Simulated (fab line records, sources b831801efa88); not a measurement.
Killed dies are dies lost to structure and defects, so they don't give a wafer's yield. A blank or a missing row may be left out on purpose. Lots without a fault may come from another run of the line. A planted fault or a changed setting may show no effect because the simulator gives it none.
Which tool did it? | flow sfq_line | 14 lots, 42 wafers sampled, at 3 steps of a route of 325

WHAT THE GAUGES READ, wafer by wafer
SFQ_I5_OVL_MEAS_936. Usual: I5_OVL 1 nm, standard deviation 5.6.
lot  | measured     | on         | I5_OVL (nm) | flag
L539 | day 52 08:51 | overlay-02 | 3 11 9      |
L540 | day 52 12:28 | overlay-01 | 5 8 1       |
L541 | day 52 13:40 | overlay-02 | -4 1 -2     |
L543 | day 52 18:27 | overlay-02 | 3 -3 -5     |
L544 | day 52 20:52 | overlay-01 | -9 -4 -8    |
L545 | day 53 01:40 | overlay-01 | 2 8 7       |
L546 | day 53 05:14 | overlay-01 | 4 8 0       |
L548 | day 53 17:30 | overlay-02 | 5 3 5       |
L550 | day 55 04:18 | overlay-02 | -3 3 0      |
L557 | day 69 02:43 | overlay-01 | -2 -4 -1    |
L559 | day 69 05:07 | overlay-01 | 7 8 15      |
L560 | day 69 07:31 | overlay-01 | -3 -8 -8    |
L561 | day 69 08:43 | overlay-01 | -6 -2 -1    |
L562 | day 69 13:37 | overlay-02 | 4 -2 -4     |

WHICH TOOL RAN EACH LOT (tool, then ch and the chambers of the sampled wafers, then the start)
lot  | SFQ_TRILAYER_M2_DEP_PRE_CLEAN_056 | SFQ_TRILAYER_M3_ETCH_METAL_ETCH_078
L539 | pvd_sputter-03, day 23 07:22      | rie_metal-03 ch 0,1, day 29 17:08
L540 | pvd_sputter-05, day 23 09:45      | rie_metal-01 ch 0,1, day 29 18:22
L541 | pvd_sputter-04, day 23 13:21      | rie_metal-02 ch 0,1, day 29 20:42
L543 | pvd_sputter-05, day 24 12:06      | rie_metal-01 ch 0,1, day 30 19:58
L544 | pvd_sputter-05, day 24 20:37      | rie_metal-02 ch 0,1, day 31 08:36
L545 | pvd_sputter-04, day 25 00:13      | rie_metal-02 ch 0,1, day 31 13:24
L546 | pvd_sputter-05, day 25 06:13      | rie_metal-03 ch 0, day 33 15:04
L548 | pvd_sputter-05, day 25 12:41      | rie_metal-02 ch 0,1, day 38 20:40
L550 | pvd_sputter-03, day 25 17:29      | rie_metal-02 ch 0,1, day 39 03:25
L557 | pvd_sputter-05, day 26 07:54      | rie_metal-02 ch 0,1, day 44 20:21
L559 | pvd_sputter-03, day 26 10:18      | rie_metal-02 ch 0,1, day 44 22:45
L560 | pvd_sputter-05, day 26 11:29      | rie_metal-01 ch 0,1, day 45 01:09
L561 | pvd_sputter-04, day 26 12:42      | rie_metal-03 ch 0,1, day 45 03:33
L562 | pvd_sputter-05, day 26 13:53      | rie_metal-03 ch 0,1, day 45 05:57
- SFQ_TRILAYER_M2_DEP_PRE_CLEAN_056: time 22.5 s.
- SFQ_TRILAYER_M3_ETCH_METAL_ETCH_078: etches Nb in Cl2/Ar, stops on SiO2, target depth 240 nm, time 120 s.

WHAT THE TOOLS THEMSELVES READ (means of the sampled wafers that have a number; where no wafer has one, the mark that the record gives instead)
SFQ_TRILAYER_M2_DEP_PRE_CLEAN_056. Usual: bias_v 249.5 V, standard deviation 2.2.
lot  | tool           | bias_v (V) | flag
L539 | pvd_sputter-03 | 249.4      |
L540 | pvd_sputter-05 | 249.3      |
L541 | pvd_sputter-04 | 251.1      |
L543 | pvd_sputter-05 | 249.0      |
L544 | pvd_sputter-05 | 250.2      |
L545 | pvd_sputter-04 | 247.0      |
L546 | pvd_sputter-05 | 250.9      |
L548 | pvd_sputter-05 | 247.9      |
L550 | pvd_sputter-03 | 250.3      |
L557 | pvd_sputter-05 | 250.7      |
L559 | pvd_sputter-03 | -          | OFF
L560 | pvd_sputter-05 | -          | OFF
L561 | pvd_sputter-04 | 250.5      |
L562 | pvd_sputter-05 | 250.8      |

SFQ_TRILAYER_M3_ETCH_METAL_ETCH_078. Usual: drypump_motor_current_A 5.9 A, standard deviation 0.48; oes_product_au 0.891 a.u., standard deviation 0.0073.
lot  | tool         | drypump_motor_current_A (A) | oes_product_au (a.u.) | flag
L539 | rie_metal-03 | 6.1                         | 0.884                 |
L540 | rie_metal-01 | 5.8                         | 0.894                 |
L541 | rie_metal-02 | 5.6                         | 0.889                 |
L543 | rie_metal-01 | 5.7                         | 0.893                 |
L544 | rie_metal-02 | 5.6                         | 0.895                 |
L545 | rie_metal-02 | 6.1                         | 0.889                 |
L546 | rie_metal-03 | 5.6                         | 0.884                 |
L548 | rie_metal-02 | 5.6                         | 0.895                 |
L550 | rie_metal-02 | 6.1                         | 0.890                 |
L557 | rie_metal-02 | 5.6                         | 0.890                 |
L559 | rie_metal-02 | 6.1                         | 0.890                 |
L560 | rie_metal-01 | 5.7                         | 0.891                 |
L561 | rie_metal-03 | 5.8                         | 0.894                 |
L562 | rie_metal-03 | 6.1                         | 0.877                 |

THE ANSWER, worked out from the rows above alone
Rule: a lot is off if the mean of its wafers that have a number lies more than 3 standard deviations from the usual mean. A lot without any number at a reading at which 4 lots or more have one is off too. The other lots that the step has rows for count as sound. The gauges are gone through in route order, then the tools' own readings, and for those a lot's mean is taken as printed above. The first step at which some lot is off is used, and at that step the reading that is off furthest; a lot without a number counts as furthest.
Off: L559, L560, at SFQ_TRILAYER_M2_DEP_PRE_CLEAN_056 (bias_v). Without a number there: L559, L560.
A tool fits if, at that step or a process step before it, it ran every lot that is off, and no sound lot after the first of them. None of those tried fits.

WHAT THE SIMULATOR HAD PUT IN
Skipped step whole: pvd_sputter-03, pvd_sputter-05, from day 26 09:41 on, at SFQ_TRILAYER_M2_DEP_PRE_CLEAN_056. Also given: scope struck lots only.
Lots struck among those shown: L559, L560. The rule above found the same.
